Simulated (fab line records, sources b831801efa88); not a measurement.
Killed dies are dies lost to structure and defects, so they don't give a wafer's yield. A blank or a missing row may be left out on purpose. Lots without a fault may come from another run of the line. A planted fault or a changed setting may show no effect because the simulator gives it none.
A struck lot beside a sound one | flow sky130 | 18 steps out of a route of 708
Sound: wafers L856.2, L856.3, L856.6. Struck: wafer L876.2. (L876.4, L876.6 of the same lot were not struck and are left out.) The cause comes at the end.
At each step with rows: each side's tool, then ch and its chambers, then its first start. Under that, the readings that differ: sound wafers | struck wafers | difference of the means | sigmas: that difference in standard deviations of wafers without a fault.
alike: readings whose means differ by less than 2 such deviations, and words and numbers that are the same on both sides. not compared: withheld readings, readings that some wafer has no value for, bounds like >300 that may hide the same value, and numbers for which the record gives no deviation and whose values overlap.
The two part at a step that has a row with sigmas, a row that says differs or no value, or rows on one side only. Numbers that don't overlap but have no deviation are shown without sigmas and don't part them. A reading that every wafer of one side lacks parts them only if that side has two wafers or more.

first, 1 step without rows for these wafers: SKY_POLY_GATE_CVD_03 (deposits Si3N4 from DCS/NH3, target thk 75 nm, time 1290 s).
SKY_POLY_GATE_THK_MEAS_04:
  sound on film_metro-01, day 14 23:46; struck on film_metro-02, day 22 14:57
  alike: POLY_GATE_CVD_03_THK
then, 8 steps without rows for these wafers: SKY_POLY_GATE_DEHYDRATE_05 (time 60 s); SKY_POLY_GATE_HMDS_06 (prime time 60 s); SKY_POLY_GATE_COAT_07 (resist thk 110 nm); SKY_POLY_GATE_COAT_08 (resist thk 450 nm); SKY_POLY_GATE_SOFTBAKE_09 (time 90 s); SKY_POLY_GATE_EXPOSE_10 (exposes mask P1M, target cd 150 nm); SKY_POLY_GATE_PEB_11; SKY_POLY_GATE_DEVELOP_12 (develop time 60 s).
SKY_POLY_GATE_CD_MEAS_13: target cd 150 nm.
  sound on cd_sem-01, day 16 02:53; struck on cd_sem-01, day 23 20:54
  reading    | sound             | struck | difference | sigmas
  cd_nm (nm) | 146.8 148.2 146.9 | 151.7  | +4.4       | +3
SKY_POLY_GATE_OVL_MEAS_14:
  sound on overlay-02, day 16 03:00; struck on overlay-01, day 23 21:01
  alike: POLY_GATE_OVL
SKY_POLY_GATE_ETCH_15: etches BARC in N2/H2, stops on SiO2, time 118.5 s, target depth 110 nm.
  sound on rie_diel-04 ch 0,1,2, day 16 03:02; struck on rie_diel-03 ch 2, day 23 21:02
  reading                                          | sound             | struck | difference | sigmas
  drypump_motor_current_A (A)                      | 5.9 5.8 5.9       | 6.8    | +0.9       | +2
  model.KrF-thick_of_POLY_GATE_COAT_08.thk_nm (nm) | 346 346.4 345     | 359.7  | +13.9      |
  model.POLY_GATE.cd_nm (nm)                       | 147.9 147.6 148.7 | 155.4  | +7.3       |
  alike: chamber_pressure_mTorr, oes_product_au, throttle_valve_pct
  not compared: rf_hours_counter_h
SKY_POLY_GATE_ETCH_16: etches Si3N4 in CH3F/O2, stops on poly-Si, time 147.5 s, target depth 75 nm.
  sound on rie_diel-04 ch 0,1,2, day 16 03:07; struck on rie_diel-03 ch 2, day 23 21:07
  reading                        | sound                | struck | difference | sigmas
  chamber_pressure_mTorr (mTorr) | 24.991 25.036 25.004 | 24.960 | -0.050     | -2
  alike: drypump_motor_current_A, oes_product_au, throttle_valve_pct
  not compared: rf_hours_counter_h
SKY_POLY_GATE_ETCH_17: etches poly-Si in HBr/Cl2, stops on SiO2, target depth 180 nm, time 70.5 s.
  sound on rie_si-01 ch 0,1, day 16 03:13; struck on rie_si-01 ch 0, day 23 21:13
  reading                                          | sound             | struck | difference | sigmas
  model.KrF-thick_of_POLY_GATE_COAT_08.thk_nm (nm) | 139.8 141.7 139.7 | 155.9  | +15.5      |
  model.POLY_GATE.cd_nm (nm)                       | 147.2 148.3 149.7 | 155    | +7         |
  alike: chamber_pressure_mTorr, drypump_motor_current_A, oes_product_au, throttle_valve_pct
  not compared: rf_hours_counter_h
SKY_POLY_GATE_STRIP_18: strips in O2/N2.
  sound on plasma_asher-03 ch 0,1, day 16 03:16; struck on plasma_asher-03 ch 1, day 23 21:16
  reading                      | sound             | struck | difference | sigmas
  oes_product_au (a.u.)        | 0.358 0.361 0.367 | 0.372  | +0.010     | +2
  strip_time_to_endpoint_s (s) | 3.164 3.190 3.165 | 3.349  | +0.176     | +6
  alike: chamber_pressure_mTorr, drypump_motor_current_A
  not compared: rf_hours_counter_h
then, 1 step without rows for these wafers: SKY_POLY_GATE_CLEAN_19 (cleans in SC1/SC2, time 150 s).
-- the record jumps here: 27 days lie between the struck wafers' starts before and after (it left off in module POLY_GATE and takes up again in module PAD_OPEN, whose first step shown is number 708 of the route) --
SKY_PAD_OPEN_PROBE_99:
  sound on prober-02, day 45 12:12; struck on prober-01, day 50 14:19
  reading                                | sound             | struck | difference | sigmas
  killed_at_M0_to_M3                     | 40 45 49          | 28     | -17        | -2
  model.etest.res_xhigh_po.width_nm (nm) | 348.6 349 349.6   | 355.4  | +6.3       |
  model.etest.res_poly.width_nm (nm)     | 91.29 92.3 93.44  | 98.65  | +6.31      |
  model.etest.res_high_po.width_nm (nm)  | 348.3 346.4 350.2 | 353.2  | +4.9       |
  model.etest.ring_1v8.delay_ps          | 21.14 21.41 21.71 | 22.77  | +1.35      |
  alike: killed_at_M4_up, killed_at_contacts, killed_at_front_end, killed_at_other, killed_dies, killed_open, killed_short

WHERE THEY PART
First at SKY_POLY_GATE_CD_MEAS_13; last, within this record, at SKY_PAD_OPEN_PROBE_99.

WHY: what the simulator had put in
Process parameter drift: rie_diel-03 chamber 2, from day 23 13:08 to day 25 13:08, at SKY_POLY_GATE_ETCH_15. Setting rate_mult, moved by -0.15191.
